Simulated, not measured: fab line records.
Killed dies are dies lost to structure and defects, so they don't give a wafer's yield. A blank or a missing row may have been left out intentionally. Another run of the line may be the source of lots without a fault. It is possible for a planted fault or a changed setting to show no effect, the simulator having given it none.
Problem report, 8D (eight disciplines) form, completed by code | flow sfq-line | the parts of the form that need people (team, actions taken, sign-off) are left out

== 1. WHAT WENT WRONG ==
Mean M7_NB_RS at SFQ_M7_RS_MEAS_943: 1.398 ohm/sq over 3 wafers in 3 lots; fault-free wafers: 0.892 ohm/sq, standard deviation 0.013. That is +39 standard deviations from the usual mean.
The step: measures by four-point-probe.
First observed at day 77 11:23: wafer L532.2, on film-metro-03. The record has a number at this step for 43 wafers belonging to 15 lots. By rule, "out" or "out of limits" means more than 4 standard deviations away from the usual mean. Any other wafer with a number is counted as sound.

== 2. WHAT IT IS; WHAT IT IS NOT ==
question                    | is                                          | is not
which readings at this step | M7_NB_RS                                    | -
which lots                  | L532, L534, L537                            | L514, L515, L516, L517, L518, L519, L520, L521, L523, L524, L526, L535
which wafers of those lots  | L532.2, L534.2, L537.2                      | L532.3, L534.6, L537.3, L537.6
read on which gauges        | film-metro-01, film-metro-03, film-metro-04 | -
when                        | from day 77 11:23                           | up to then (34 sound wafers); but 6 sound wafers of L534, L535, L537 came after

== 3. SUSPECTS, AND WHAT RULES EACH OUT ==
Counting: any tool at a process step up to the reading remains a suspect provided it ran every lot that is out. Sound lots after the first of them don't rule it out here, since some wafers of a struck lot are sound.
- the gauge at SFQ_M7_RS_MEAS_943: ruled out. The wafers that are out were read on 3 gauges (film-metro-01, film-metro-03, film-metro-04).
- pvd-sputter-04 at SFQ_TRILAYER_M7_DEP_SPUTTER_175 (material Nb, target thk 200 nm, time 133.3 s): kept. It ran every lot that is out, first L532 (day 77 11:17); its last sound lot up to then is L526 (day 76 19:41).
After counting, what remains is pvd-sputter-04 at SFQ_TRILAYER_M7_DEP_SPUTTER_175.

== 4. THE CAUSE (what the simulator had put in) ==
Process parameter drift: pvd-sputter-04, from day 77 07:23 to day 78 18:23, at SFQ_TRILAYER_M7_DEP_SPUTTER_175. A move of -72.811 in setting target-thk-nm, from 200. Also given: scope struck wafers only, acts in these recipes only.
Only this tool survived the counting.

== 5. THE CHAIN OF EFFECTS, in route order ==
Rows list readings where the struck wafers' mean (over those with a number) sits beyond 3 standard deviations from the usual. Scope: only readings with a usual standard deviation given in the record; hours: median across lots of the time from each lot's start at the first step in this table that gives one to its start at this step; sigmas: change in usual standard deviations.
hours | step                                | reading        | usual        | on struck wafers | change | sigmas
0     | SFQ_M7_RS_MEAS_943                  | M7_NB_RS       | 0.892 ohm/sq | 1.398            | +0.506 | +39
25    | SFQ_TRILAYER_M7_ETCH_METAL_ETCH_180 | oes-product-au | 0.893 a.u.   | 0.704            | -0.189 | -22
The process steps in it:
- SFQ_TRILAYER_M7_ETCH_METAL_ETCH_180: etches Nb in Cl2/Ar, stops on SiO2, target depth 240 nm, time 120 s.

== 6. HOW IT WOULD HAVE BEEN CAUGHT EARLIER ==
The first out-of-limits reading at a measuring or inspecting step in this record came at day 77 11:23, 4 hours after the fault's start at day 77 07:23.
No tool reading at SFQ_TRILAYER_M7_DEP_SPUTTER_175 that has a usual standard deviation in the record was out on any struck wafer, so an alarm limit of 4 standard deviations on those readings would not have fired.
Of the lots that are out (3), L534, L537 began SFQ_TRILAYER_M7_DEP_SPUTTER_175 on pvd-sputter-04 after day 77 11:23. A hold on the tool at that time would have spared those 2.
